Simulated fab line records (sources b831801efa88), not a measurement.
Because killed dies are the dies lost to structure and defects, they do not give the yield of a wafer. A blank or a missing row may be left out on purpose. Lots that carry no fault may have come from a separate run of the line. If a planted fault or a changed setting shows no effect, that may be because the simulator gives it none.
fab line records	flow sky130
record: lots: 6	wafers: 18	last-day: 50
route steps=708 shown SD_P@327 RES_XHIGH@332 SD_N@342 SALICIDE@361 PAD_OPEN@708
lots with no fault: from the same line, run without faults
start-h: hours from the record's first day to the start of the lot's first wafer shown	wait-h: hours from the lot's prior step to this one	" unchanged from the row above	L1.1+2: several wafers, shown together as one row	- value missing, or start not given	* or withheld: withheld	< > ~ a bound
route shown NAME@n: NAME is a module with steps in the file, n the number in the route of the first one	usual: mean and standard deviation over wafers with no fault	same: alike in all rows	chamber/n: place in a boat	sites: per-site readings	_std_site: the values' standard deviation	_edge_site: mean of outer sites minus mean of inner sites	radius-mm: for every site, how far away it sits from the centre of the wafer	mask NAME#n: copy n	behind: the tool/chamber that last shaped the wafer	hold: why the lot was held/for how many hours/how that ended	device: transistor that didn't switch, given as n, p or np	end of line: tests run on the same wafers once the route is complete	a step given without rows: its recipe and nothing more	killed: at the first sort, the dies lost to defects and structure; wafer yield is something else	map: the dies of a wafer, with x for killed, . for not killed, _ for no die there
set.NAME: the run value of the setting; set.NAME@STEP: its run value at that earlier step	model.NAME: the simulator's own value behind a step, which no gauge read
certain route steps with their lots: each step a table, each wafer a row
services: a tool's chamber out of use, with start hour (start-h, from the record's first day; less than 0 if before it), hours out, and reason
== steps ==
step: SKY_SD_P_CD_MEAS_07
recipe: target-cd-nm: 380
usual: cd-nm: 380.6/2.5
lot.wafer	tool	chamber	start-h	wait-h	cd-nm
L604.2	cd-sem-01	-	580.05	0.1	383.6
L604.3	"	-	"	"	385.1
L604.4	"	-	"	"	385.7
L608.3	cd-sem-01	-	615.21	0.1	385.5
L608.4	"	-	"	"	383.4
L608.6	"	-	"	"	385.2
L614.1	cd-sem-02	-	672.32	0.1	380.7
L614.2	"	-	"	"	380.1
L614.4	"	-	"	"	382.6
L616.1	cd-sem-01	-	703.16	0.1	377.2
L616.3	"	-	"	"	375.7
L616.4	"	-	"	"	375.8
L625.3	cd-sem-01	-	757.55	0.1	378.2
L625.4	"	-	"	"	379.1
L625.6	"	-	"	"	378.7
L626.2	cd-sem-01	-	763.79	0.1	381.8
L626.3	"	-	"	"	381.7
L626.4	"	-	"	"	382.7
step: SKY_SD_P_OVL_MEAS_08
usual: SD_P_OVL: 0.5/1.7
lot.wafer	tool	chamber	start-h	wait-h	SD_P_OVL[nm]
L604.2	overlay-02	-	580.15	0.1	0.8
L604.3	"	-	"	"	-0.6
L604.4	"	-	"	"	1.4
L608.3	overlay-01	-	615.30	0.1	4.1
L608.4	"	-	"	"	3.4
L608.6	"	-	"	"	2.1
L614.1	overlay-01	-	672.44	0.1	3.1
L614.2	"	-	"	"	2.9
L614.4	"	-	"	"	3.4
L616.1	overlay-02	-	703.28	0.1	-1.5
L616.3	"	-	"	"	-1.4
L616.4	"	-	"	"	-1.7
L625.3	overlay-01	-	757.65	0.1	1.6
L625.4	"	-	"	"	-1.5
L625.6	"	-	"	"	0.3
L626.2	overlay-01	-	763.90	0.1	2.7
L626.3	"	-	"	"	3.0
L626.4	"	-	"	"	2.7
step: SKY_SD_P_IMPLANT_09
recipe: species: BF2	energy-kev: 20	dose-cm2: 3e+15	tilt-deg: 0
step: SKY_SD_P_STRIP_10
recipe: chemistry: O2/N2	power-w: 1400	pressure-mtorr: 1500	platen-temp-c: withheld	o2-flow-sccm: 3000	n2-flow-sccm: 300	overash-fraction: 0.5
usual: drypump-motor-current-A: 5.8/0.36	oes-product-au: 0.617/0.0044	strip-time-to-endpoint-s: 17.50/0.032
lot.wafer	tool	chamber	start-h	wait-h	drypump-motor-current-A	oes-product-au	rf-hours-counter-h	strip-time-to-endpoint-s
L604.2	plasma-asher-02	1	580.33	0.1	5.6	0.617	46	17.50
L604.3	"	1	"	"	5.6	0.613	-	17.46
L604.4	"	0	"	"	5.8	0.616	-	17.51
L608.3	plasma-asher-03	0	615.51	0.1	6.4	0.620	-	17.40
L608.4	"	1	"	"	6.0	0.614	-	17.45
L608.6	"	0	"	"	6.4	0.620	-	17.44
L614.1	plasma-asher-04	1	672.63	0.1	5.8	0.620	82	17.51
L614.2	"	0	"	"	5.3	0.619	82	17.49
L614.4	"	1	"	"	5.8	0.613	-	17.51
L616.1	plasma-asher-02	1	703.47	0.1	5.6	0.607	58	17.53
L616.3	"	1	"	"	5.6	0.613	-	17.49
L616.4	"	0	"	"	5.8	0.626	-	17.50
L625.3	plasma-asher-04	1	757.85	0.1	5.8	0.613	-	17.55
L625.4	"	0	"	"	5.3	0.615	-	17.55
L625.6	"	0	"	"	5.3	0.612	-	17.57
L626.2	plasma-asher-03	0	764.08	0.1	6.4	0.614	32	17.51
L626.3	"	0	"	"	6.4	0.621	-	17.51
L626.4	"	1	"	"	6.0	0.614	-	17.46
step: SKY_SD_P_TW_MEAS_11
usual: SD_P_TW: 2833/13
lot.wafer	tool	chamber	start-h	wait-h	SD_P_TW
L604.2	film-metro-04	-	580.44	0.1	2836
L604.3	"	-	"	"	2838
L604.4	"	-	"	"	2839
L608.3	film-metro-02	-	615.60	0.1	2828
L608.4	"	-	"	"	2825
L608.6	"	-	"	"	2834
L614.1	film-metro-04	-	672.73	0.1	2838
L614.2	"	-	"	"	2829
L614.4	"	-	"	"	2827
L616.1	film-metro-02	-	703.57	0.1	2841
L616.3	"	-	"	"	2830
L616.4	"	-	"	"	2833
L625.3	film-metro-01	-	757.94	0.1	2830
L625.4	"	-	"	"	2834
L625.6	"	-	"	"	2847
L626.2	film-metro-01	-	764.19	0.1	2843
L626.3	"	-	"	"	2838
L626.4	"	-	"	"	2842
step: SKY_RES_XHIGH_DEHYDRATE_00
recipe: temp-c: 200	time-s: 60
step: SKY_RES_XHIGH_HMDS_01
recipe: prime-time-s: 60	prime-temp-c: 120
step: SKY_RES_XHIGH_COAT_02
recipe: resist: NOVOLAK	spin-rpm: 3000	resist-thk-nm: 1140
step: SKY_RES_XHIGH_SOFTBAKE_03
recipe: temp-c: 90	time-s: 60	resist: NOVOLAK
step: SKY_RES_XHIGH_EXPOSE_04
recipe: mask-id: URPM	na: 0.6	source-shape: conventional	sigma-outer: 0.6	polarization: unpolarized	target-cd-nm: 1270	dose-mj: 140
step: SKY_RES_XHIGH_PEB_05
recipe: temp-c: withheld	time-s: *	resist: NOVOLAK
step: SKY_RES_XHIGH_DEVELOP_06
recipe: resist: NOVOLAK	developer: TMAH	develop-time-s: 60	dev-temp-c: 23
step: SKY_RES_XHIGH_IMPLANT_07
recipe: species: BF2	energy-kev: 20	dose-cm2: 3.6e+14	tilt-deg: 0
lot.wafer	tool	chamber	start-h	wait-h
L604.2+3+4	implanter-01	0	610.19	0.1
L608.3+4+6	implanter-02	0	644.98	0.1
L614.1+2+4	implanter-02	0	701.31	0.1
L616.1+3+4	implanter-02	0	730.06	0.1
L625.3+4+6	implanter-03	0	785.66	0.1
L626.2+3+4	implanter-03	0	792.70	0.1
step: SKY_RES_XHIGH_STRIP_08
recipe: chemistry: O2/N2	power-w: 1400	pressure-mtorr: 1500	platen-temp-c: withheld	o2-flow-sccm: 3000	n2-flow-sccm: 300	overash-fraction: 0.5
usual: drypump-motor-current-A: 6.1/0.35	oes-product-au: 0.710/0.0046	strip-time-to-endpoint-s: 14.29/0.038
lot.wafer	tool	chamber	start-h	wait-h	drypump-motor-current-A	oes-product-au	rf-hours-counter-h	strip-time-to-endpoint-s
L604.2	plasma-asher-01	0	610.31	0.1	6.4	0.707	93	14.25
L604.3	"	0	"	"	6.4	0.718	-	14.28
L604.4	"	1	"	"	6.0	0.712	-	14.28
L608.3	plasma-asher-01	1	645.11	0.1	6.0	0.712	-	14.36
L608.4	"	0	"	"	6.4	0.708	-	14.32
L608.6	"	1	"	"	5.9	0.708	-	14.35
L614.1	plasma-asher-01	1	701.46	0.1	5.9	0.713	102	14.24
L614.2	"	0	"	"	6.4	0.705	102	14.23
L614.4	"	0	"	"	6.4	0.715	-	14.26
L616.1	plasma-asher-01	0	730.21	0.1	6.4	0.718	105	14.21
L616.3	"	1	"	"	5.9	0.723	-	14.24
L616.4	"	0	"	"	6.4	0.711	-	14.26
L625.3	plasma-asher-04	0	785.80	0.1	5.3	0.701	-	14.29
L625.4	"	1	"	"	5.8	0.706	-	14.29
L625.6	"	0	"	"	5.2	0.711	-	14.29
L626.2	plasma-asher-01	1	792.83	0.1	5.9	0.714	5	14.34
L626.3	"	0	"	"	6.4	0.718	-	14.29
L626.4	"	1	"	"	5.9	0.716	-	14.28
step: SKY_RES_XHIGH_TW_MEAS_09
usual: RES_XHIGH_TW: 1642/7.8
lot.wafer	tool	chamber	start-h	wait-h	RES_XHIGH_TW
L604.2	film-metro-02	-	610.42	0.1	1622
L604.3	"	-	"	"	1629
L604.4	"	-	"	"	1634
L608.3	film-metro-02	-	645.20	0.1	1635
L608.4	"	-	"	"	1645
L608.6	"	-	"	"	1640
L614.1	film-metro-02	-	701.56	0.1	1604
L614.2	"	-	"	"	1619
L614.4	"	-	"	"	1612
L616.1	film-metro-04	-	730.31	0.1	1624
L616.3	"	-	"	"	1620
L616.4	"	-	"	"	1617
L625.3	film-metro-01	-	785.88	0.1	1647
L625.4	"	-	"	"	1638
L625.6	"	-	"	"	1643
L626.2	film-metro-01	-	792.94	0.1	1649
L626.3	"	-	"	"	1654
L626.4	"	-	"	"	1638
step: SKY_SD_N_DEHYDRATE_00
recipe: temp-c: 200	time-s: 60
step: SKY_SD_N_HMDS_01
recipe: prime-time-s: 60	prime-temp-c: 120
step: SKY_SD_N_COAT_02
recipe: resist: NOVOLAK	spin-rpm: 3000	resist-thk-nm: 1140
step: SKY_SD_N_SOFTBAKE_03
recipe: temp-c: 90	time-s: 60	resist: NOVOLAK
step: SKY_SD_N_EXPOSE_04
recipe: mask-id: NSDM	na: 0.6	source-shape: conventional	sigma-outer: 0.6	polarization: unpolarized	target-cd-nm: 380	dose-mj: 141
step: SKY_SD_N_PEB_05
recipe: temp-c: withheld	time-s: *	resist: NOVOLAK
step: SKY_SD_N_DEVELOP_06
recipe: resist: NOVOLAK	developer: TMAH	develop-time-s: 60	dev-temp-c: 23
step: SKY_SD_N_CD_MEAS_07
recipe: target-cd-nm: 380
usual: cd-nm: 379.2/2.5
lot.wafer	tool	chamber	start-h	wait-h	cd-nm
L604.2	cd-sem-02	-	640.28	0.1	378.8
L604.3	"	-	"	"	376.6
L604.4	"	-	"	"	381.9
L608.3	cd-sem-01	-	673.50	0.1	375.1
L608.4	"	-	"	"	377.2
L608.6	"	-	"	"	375.2
L614.1	cd-sem-01	-	728.06	0.1	373.9
L614.2	"	-	"	"	377.7
L614.4	"	-	"	"	374.6
L616.1	cd-sem-01	-	757.91	0.1	378.8
L616.3	"	-	"	"	376.9
L616.4	"	-	"	"	376.4
L625.3	cd-sem-02	-	811.81	0.1	375.3
L625.4	"	-	"	"	377.1
L625.6	"	-	"	"	376.0
L626.2	cd-sem-02	-	818.43	0.1	379.1
L626.3	"	-	"	"	378.0
L626.4	"	-	"	"	381.0
step: SKY_SD_N_OVL_MEAS_08
usual: SD_N_OVL: -0.1/1.2
lot.wafer	tool	chamber	start-h	wait-h	SD_N_OVL[nm]
L604.2	overlay-01	-	640.38	0.1	-0.1
L604.3	"	-	"	"	-0.7
L604.4	"	-	"	"	-0.1
L608.3	overlay-01	-	673.59	0.1	-0.4
L608.4	"	-	"	"	-1.2
L608.6	"	-	"	"	-0.5
L614.1	overlay-02	-	728.18	0.1	0.2
L614.2	"	-	"	"	-1.0
L614.4	"	-	"	"	-2.6
L616.1	overlay-02	-	758.03	0.1	0.7
L616.3	"	-	"	"	0.9
L616.4	"	-	"	"	-1.0
L625.3	overlay-01	-	811.90	0.1	0.0
L625.4	"	-	"	"	0.4
L625.6	"	-	"	"	0.1
L626.2	overlay-01	-	818.54	0.1	0.1
L626.3	"	-	"	"	-2.8
L626.4	"	-	"	"	-1.6
step: SKY_SD_N_IMPLANT_09
recipe: species: As	energy-kev: 50	dose-cm2: 4e+15	tilt-deg: 0
step: SKY_SD_N_IMPLANT_10
recipe: species: P	energy-kev: 20	dose-cm2: 1e+14	tilt-deg: 0
step: SKY_SD_N_STRIP_11
recipe: chemistry: O2/N2	power-w: 1400	pressure-mtorr: 1500	platen-temp-c: withheld	o2-flow-sccm: 3000	n2-flow-sccm: 300	overash-fraction: 0.5
usual: drypump-motor-current-A: 6.1/0.3	oes-product-au: 0.527/0.0047	strip-time-to-endpoint-s: 22.57/0.041
lot.wafer	tool	chamber	start-h	wait-h	drypump-motor-current-A	oes-product-au	rf-hours-counter-h	strip-time-to-endpoint-s
L604.2	plasma-asher-03	1	640.71	0.1	6.0	0.530	20	22.58
L604.3	"	0	"	"	6.4	0.532	-	22.62
L604.4	"	1	"	"	6.0	0.525	-	22.57
L608.3	plasma-asher-03	0	673.95	0.1	6.4	0.531	-	22.54
L608.4	"	1	"	"	6.0	0.533	-	22.55
L608.6	"	0	"	"	6.5	0.535	-	22.55
L614.1	plasma-asher-01	1	728.52	0.1	6.0	0.517	105	22.58
L614.2	"	0	"	"	6.4	0.528	105	22.56
L614.4	"	0	"	"	6.4	0.525	-	22.55
L616.1	plasma-asher-02	1	758.37	0.1	5.6	0.522	64	22.55
L616.3	"	1	"	"	5.6	0.527	-	22.55
L616.4	"	0	"	"	5.8	0.525	-	22.57
L625.3	plasma-asher-01	0	812.26	0.1	6.4	0.526	-	22.58
L625.4	"	1	"	"	6.0	0.521	-	22.51
L625.6	"	1	"	"	5.9	0.525	-	22.54
L626.2	plasma-asher-02	1	818.87	0.1	5.6	0.530	70	22.56
L626.3	"	0	"	"	5.9	0.525	-	22.57
L626.4	"	1	"	"	5.6	0.532	-	22.49
step: SKY_SD_N_TW_MEAS_12
usual: SD_N_TW: 3988/18
lot.wafer	tool	chamber	start-h	wait-h	SD_N_TW
L604.2	film-metro-04	-	640.82	0.1	3977
L604.3	"	-	"	"	3971
L604.4	"	-	"	"	3984
L608.3	film-metro-01	-	674.03	0.1	4001
L608.4	"	-	"	"	4017
L608.6	"	-	"	"	4024
L614.1	film-metro-02	-	728.62	0.1	3977
L614.2	"	-	"	"	3987
L614.4	"	-	"	"	4017
L616.1	film-metro-04	-	758.47	0.1	3986
L616.3	"	-	"	"	3993
L616.4	"	-	"	"	3972
L625.3	film-metro-02	-	812.35	0.1	4007
L625.4	"	-	"	"	3982
L625.6	"	-	"	"	3985
L626.2	film-metro-02	-	818.98	0.1	4021
L626.3	"	-	"	"	4021
L626.4	"	-	"	"	4017
step: SKY_SD_N_CLEAN_13
recipe: chemistry: SC1/SC2	mix: 1:4:20	temp-c: 70	time-s: 150	dry: n2-spin
step: SKY_SD_N_RTA_14
recipe: temp-c: 1075	time-s: 2	idle-temp-c: 650	ramp-up-c-per-s: 150	ramp-down-c-per-s: 90	ambient: N2
usual: chamber-o2-ppm: 2.001/0.019	lamp-power-pct: 15.73/0.053	wafer_temp_C_max: 1078.2/1.5
lot.wafer	tool	chamber	start-h	wait-h	chamber-o2-ppm	lamp-power-pct	wafer_temp_C_max
L604.2	rtp-anneal-02	0	640.99	0.0	1.969	15.66	1080.6
L604.3	"	0	"	"	1.992	15.72	1080.3
L604.4	"	0	"	"	1.991	15.73	1076.9
L608.3	rtp-anneal-02	0	674.14	0.0	2.021	15.80	1077.0
L608.4	"	0	"	"	1.995	15.76	1076.3
L608.6	"	0	"	"	2.018	15.72	1079.0
L614.1	rtp-anneal-02	0	728.73	0.0	1.977	15.72	1079.5
L614.2	"	0	"	"	1.982	15.71	1077.5
L614.4	"	0	"	"	1.968	15.70	1079.3
L616.1	rtp-anneal-01	0	758.58	0.0	1.997	15.74	1076.6
L616.3	"	0	"	"	1.990	15.74	1078.5
L616.4	"	0	"	"	2.000	15.76	1080.3
L625.3	rtp-anneal-01	0	812.47	0.0	1.993	15.72	1077.6
L625.4	"	0	"	"	2.037	15.72	1079.7
L625.6	"	0	"	"	2.036	15.77	1075.5
L626.2	rtp-anneal-02	0	819.09	0.0	1.974	15.75	1076.4
L626.3	"	0	"	"	2.000	15.74	1076.5
L626.4	"	0	"	"	2.033	15.62	1078.3
step: SKY_SD_N_RS_MEAS_16
recipe: thk-meas-gauge: four-point-probe
usual: SD_N_RS: 68.51/0.15
lot.wafer	tool	chamber	start-h	wait-h	SD_N_RS[ohm/sq]
L604.2	film-metro-04	-	641.18	0.1	68.19
L604.3	"	-	"	"	68.27
L604.4	"	-	"	"	68.20
L608.3	film-metro-04	-	674.34	0.1	68.62
L608.4	"	-	"	"	68.48
L608.6	"	-	"	"	68.49
L614.1	film-metro-04	-	728.90	0.1	68.42
L614.2	"	-	"	"	68.33
L614.4	"	-	"	"	68.45
L616.1	film-metro-01	-	758.75	0.1	68.47
L616.3	"	-	"	"	68.52
L616.4	"	-	"	"	68.57
L625.3	film-metro-02	-	812.70	0.1	68.60
L625.4	"	-	"	"	68.73
L625.6	"	-	"	"	68.69
L626.2	film-metro-04	-	819.27	0.1	68.17
L626.3	"	-	"	"	68.23
L626.4	"	-	"	"	68.30
step: SKY_SD_N_RS_MEAS_17
recipe: thk-meas-gauge: four-point-probe
usual: SD_P_RS: 147.0/0.41
lot.wafer	tool	chamber	start-h	wait-h	SD_P_RS[ohm/sq]
L604.2	film-metro-04	-	641.30	0.1	146.4
L604.3	"	-	"	"	146.3
L604.4	"	-	"	"	146.0
L608.3	film-metro-04	-	674.46	0.1	147.0
L608.4	"	-	"	"	147.3
L608.6	"	-	"	"	146.8
L614.1	film-metro-04	-	729.02	0.1	147.0
L614.2	"	-	"	"	146.6
L614.4	"	-	"	"	146.3
L616.1	film-metro-01	-	758.87	0.1	146.8
L616.3	"	-	"	"	147.1
L616.4	"	-	"	"	147.1
L625.3	film-metro-02	-	812.82	0.1	146.6
L625.4	"	-	"	"	147.3
L625.6	"	-	"	"	146.9
L626.2	film-metro-04	-	819.39	0.1	146.1
L626.3	"	-	"	"	146.3
L626.4	"	-	"	"	146.8
step: SKY_SD_N_RS_MEAS_18
recipe: thk-meas-gauge: four-point-probe
usual: RES_XHIGH_RS: 332.8/1.2
lot.wafer	tool	chamber	start-h	wait-h	RES_XHIGH_RS[ohm/sq]
L604.2	film-metro-04	-	641.42	0.1	334.6
L604.3	"	-	"	"	333.6
L604.4	"	-	"	"	333.6
L608.3	film-metro-04	-	674.58	0.1	331.6
L608.4	"	-	"	"	330.0
L608.6	"	-	"	"	331.1
L614.1	film-metro-04	-	729.14	0.1	344.7
L614.2	"	-	"	"	343.2
L614.4	"	-	"	"	343.7
L616.1	film-metro-01	-	758.99	0.1	346.1
L616.3	"	-	"	"	347.9
L616.4	"	-	"	"	348.0
L625.3	film-metro-02	-	812.94	0.1	331.1
L625.4	"	-	"	"	333.6
L625.6	"	-	"	"	333.2
L626.2	film-metro-04	-	819.51	0.1	334.4
L626.3	"	-	"	"	333.4
L626.4	"	-	"	"	335.1
step: SKY_SALICIDE_CLEAN_00
recipe: chemistry: HF-last	time-s: 30	dilution: 100:1	dry: ipa-marangoni
step: SKY_PAD_OPEN_PROBE_99
usual: killed_at_M0_to_M3: 44/7.1	killed_at_M4_up: 3.3/1.8	killed-at-contacts: 24/5.1	killed-at-front-end: 16/4.7	killed-at-other: 0.3/0.52	killed-dies: 87/9.7	killed-open: 47/6.8	killed-short: 39/6.7
same: gross-dies: 492	killed-at-back-side: 0
lot.wafer	tool	chamber	start-h	wait-h	killed_at_M0_to_M3	killed_at_M4_up	killed-at-contacts	killed-at-front-end	killed-at-other	killed-dies	killed-open	killed-short	model.etest.res-xhigh-po.rs-ohm-sq-range
L604.2	prober-01	-	1071.28	0.1	41	5	27	15	0	88	61	26	21.53
L604.3	prober-01	-	1071.33	0.2	53	5	29	15	0	102	60	42	30.35
L604.4	prober-01	-	1071.38	0.2	53	4	33	11	0	101	56	44	39.71
L608.3	prober-02	-	1097.93	0.2	48	0	18	21	1	88	45	43	55.63
L608.4	prober-02	-	1097.98	0.2	36	3	25	15	1	80	42	37	50.1
L608.6	prober-02	-	1098.08	0.2	44	3	24	16	0	87	51	36	63.54
L614.1	prober-02	-	1134.59	0.1	41	6	20	20	1	88	45	43	1863
L614.2	prober-02	-	1134.64	0.1	35	2	31	26	0	94	49	45	1951
L614.4	prober-02	-	1134.74	0.2	35	2	27	18	2	84	61	23	1888
L616.1	prober-01	-	1153.17	0.1	62	3	17	16	0	98	50	47	1888
L616.3	prober-01	-	1153.27	0.2	50	2	21	11	0	84	49	35	1896
L616.4	prober-01	-	1153.32	0.2	41	5	21	11	0	78	48	30	1841
L625.3	prober-01	-	1188.25	0.2	36	3	19	18	0	76	42	34	150
L625.4	prober-01	-	1188.30	0.2	35	1	26	11	1	74	49	25	183.5
L625.6	prober-01	-	1188.40	0.2	50	1	23	11	0	85	40	44	140.4
L626.2	prober-02	-	1192.22	0.1	40	1	38	17	1	97	57	39	35.8
L626.3	prober-02	-	1192.27	0.2	43	1	28	11	1	84	41	42	39.23
L626.4	prober-02	-	1192.32	0.2	31	1	25	13	2	72	44	26	40.68
killed by level:class
L604.2 CONTACT:geometric-particle:open=15 VIA2:geometric-particle:open=9 VIA1:geometric-particle:open=8 VIA3:geometric-particle:open=7 FIELD_ISO:geometric-particle:open=5 SPACER:geometric-particle:open=4 METAL2:geometric-particle:short=4 METAL1:geometric-particle:short=4
L604.3 VIA1:geometric-particle:open=16 LI_CONTACT:geometric-particle:open=12 CONTACT:geometric-particle:open=9 METAL2:geometric-particle:short=8 VIA2:geometric-particle:open=7 VIA1:geometric-particle:short=6 METAL1:geometric-particle:short=5 VIA3:geometric-particle:open=5
L604.4 LI_CONTACT:geometric-particle:open=14 CONTACT:geometric-particle:open=11 METAL2:geometric-particle:short=9 VIA1:geometric-particle:open=7 VIA2:geometric-particle:open=7 VIA2:geometric-particle:short=6 FIELD_ISO:geometric-particle:short=4 FIELD_ISO:geometric-particle:open=4
L608.3 VIA1:geometric-particle:open=10 VIA2:geometric-particle:open=8 VIA3:geometric-particle:open=7 METAL1:geometric-particle:short=6 LOCAL_INTERCONNECT:geometric-particle:short=5 POLY_GATE:geometric-particle:open=5 POLY_GATE:geometric-particle:short=5 LI_CONTACT:geometric-particle:open=5
L608.4 VIA1:geometric-particle:open=7 VIA3:geometric-particle:open=6 CONTACT:geometric-particle:open=6 CONTACT:geometric-particle:short=6 METAL1:geometric-particle:short=6 FIELD_ISO:geometric-particle:open=5 LI_CONTACT:geometric-particle:open=5 LI_CONTACT:geometric-particle:short=5
L608.6 CONTACT:geometric-particle:open=10 METAL2:geometric-particle:short=9 VIA3:geometric-particle:open=9 VIA2:geometric-particle:open=8 VIA1:geometric-particle:open=6 FIELD_ISO:geometric-particle:open=5 LOCAL_INTERCONNECT:geometric-particle:short=5 LI_CONTACT:geometric-particle:open=4
L614.1 METAL2:geometric-particle:short=8 POLY_GATE:geometric-particle:open=7 LI_CONTACT:geometric-particle:open=7 CONTACT:geometric-particle:open=7 VIA1:geometric-particle:open=7 VIA3:geometric-particle:open=6 VIA2:geometric-particle:open=6 FIELD_ISO:geometric-particle:short=5
L614.2 CONTACT:geometric-particle:open=11 VIA1:geometric-particle:open=10 FIELD_ISO:geometric-particle:short=8 CONTACT:geometric-particle:short=7 FIELD_ISO:geometric-particle:open=6 POLY_GATE:geometric-particle:short=6 VIA1:geometric-particle:short=6 LI_CONTACT:geometric-particle:open=5
L614.4 CONTACT:geometric-particle:open=11 VIA1:geometric-particle:open=10 LI_CONTACT:geometric-particle:open=8 VIA3:geometric-particle:open=7 FIELD_ISO:geometric-particle:open=5 POLY_GATE:geometric-particle:open=5 METAL1:geometric-particle:open=4 POLY_GATE:geometric-particle:short=3
L616.1 VIA1:geometric-particle:open=15 METAL1:geometric-particle:short=9 VIA2:geometric-particle:open=7 VIA1:geometric-particle:short=6 VIA3:geometric-particle:open=6 LI_CONTACT:geometric-particle:open=5 VIA3:geometric-particle:short=5 FIELD_ISO:geometric-particle:short=4
L616.3 VIA1:geometric-particle:open=16 VIA2:geometric-particle:open=9 LI_CONTACT:geometric-particle:open=6 VIA1:geometric-particle:short=6 LOCAL_INTERCONNECT:geometric-particle:short=5 CONTACT:geometric-particle:open=5 METAL2:geometric-particle:short=5 CONTACT:geometric-particle:short=4
L616.4 VIA1:geometric-particle:open=14 CONTACT:geometric-particle:open=7 VIA3:geometric-particle:open=6 CONTACT:geometric-particle:short=6 VIA3:geometric-particle:short=6 VIA1:geometric-particle:short=5 LI_CONTACT:geometric-particle:open=3 VIA2:geometric-particle:open=3
L625.3 VIA1:geometric-particle:open=10 LI_CONTACT:geometric-particle:open=7 FIELD_ISO:geometric-particle:open=6 CONTACT:geometric-particle:open=5 METAL2:geometric-particle:short=5 FIELD_ISO:geometric-particle:short=4 VIA3:geometric-particle:short=4 POLY_GATE:geometric-particle:open=4
L625.4 CONTACT:geometric-particle:open=12 VIA3:geometric-particle:open=8 VIA1:geometric-particle:open=7 VIA2:geometric-particle:open=7 LI_CONTACT:geometric-particle:open=5 FIELD_ISO:geometric-particle:open=4 METAL2:geometric-particle:short=4 POLY_GATE:geometric-particle:open=3
L625.6 CONTACT:geometric-particle:open=11 VIA2:geometric-particle:open=10 VIA2:geometric-particle:short=7 VIA1:geometric-particle:short=6 METAL2:geometric-particle:short=6 VIA3:geometric-particle:open=6 CONTACT:geometric-particle:short=5 METAL1:geometric-particle:short=5
L626.2 CONTACT:geometric-particle:open=15 VIA3:geometric-particle:open=9 LI_CONTACT:geometric-particle:open=8 VIA1:geometric-particle:open=8 LOCAL_INTERCONNECT:geometric-particle:short=6 FIELD_ISO:geometric-particle:short=5 POLY_GATE:geometric-particle:short=5 CONTACT:geometric-particle:short=5
L626.3 CONTACT:geometric-particle:open=11 METAL3:geometric-particle:short=8 VIA1:geometric-particle:open=8 METAL2:geometric-particle:short=7 LI_CONTACT:geometric-particle:open=6 FIELD_ISO:geometric-particle:open=4 LI_CONTACT:geometric-particle:short=4 LOCAL_INTERCONNECT:geometric-particle:short=4
L626.4 CONTACT:geometric-particle:open=11 VIA1:geometric-particle:open=8 VIA2:geometric-particle:open=7 FIELD_ISO:geometric-particle:open=6 LOCAL_INTERCONNECT:geometric-particle:short=5 VIA3:geometric-particle:open=5 LI_CONTACT:geometric-particle:open=4 CONTACT:geometric-particle:short=4
== services ==
tool	chamber	start-h	hours	kind
implanter-01	-	560.47	3.5	pm
implanter-01	-	564.00	3.2	pm
plasma-asher-04	-	564.62	14.6	pm
plasma-asher-03	-	596.08	0.3	repair
plasma-asher-02	-	597.09	2.9	repair
implanter-02	-	603.02	4.9	pm
implanter-03	-	623.32	2.8	repair
implanter-03	-	630.82	5.2	pm
implanter-02	-	633.74	3.1	pm
plasma-asher-03	-	642.81	1.4	repair
implanter-01	-	652.11	2.4	repair
implanter-01	-	658.25	3.8	repair
plasma-asher-03	-	659.61	1.0	repair
plasma-asher-04	-	669.30	2.4	repair
plasma-asher-01	-	724.13	1.9	repair
plasma-asher-01	-	733.78	9.0	pm
plasma-asher-01	0	733.78	9.0	vent-cycle
plasma-asher-01	1	733.78	9.0	vent-cycle
rtp-anneal-02	-	738.92	0.4	repair
implanter-03	-	743.09	3.6	pm
implanter-02	-	761.08	1.9	repair
plasma-asher-01	-	765.53	0.4	repair
plasma-asher-04	-	766.65	2.8	pm
implanter-01	-	779.58	1.1	repair
== key ==
first-sign: step: SKY_RES_XHIGH_TW_MEAS_09	reading: RES_XHIGH_TW	direction: down	sigmas: 3.3	usual: 1642	struck: 1616
effect: step: SKY_SD_N_RS_MEAS_18	reading: RES_XHIGH_RS	direction: up	sigmas: 11	usual: 332.8	struck: 345.6
model-effect: step: SKY_PAD_OPEN_PROBE_99	value: etest.res-xhigh-po.rs-ohm-sq-range	without: 90.54	struck: 1888
met-at SKY_RES_XHIGH_IMPLANT_07
struck-wafers L614.1,L614.2,L614.4,L616.1,L616.3,L616.4
tester-left-out L614,L616
onset-between 644.98 701.31
fault: kind: process-parameter-drift	tool: implanter-02	chamber: -	onset-h: 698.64	steps: SKY_RES_XHIGH_IMPLANT_07	channel: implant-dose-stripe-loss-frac	offset: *	shape: step	end-h: 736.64
tester-left-out: of these lots the tester's yield and bins aren't shown, on N5 and GAA mostly nor the transistor test; their killed dies are dies lost to structure and defects alone, not to doping, threshold or leakage, so they don't give the yield
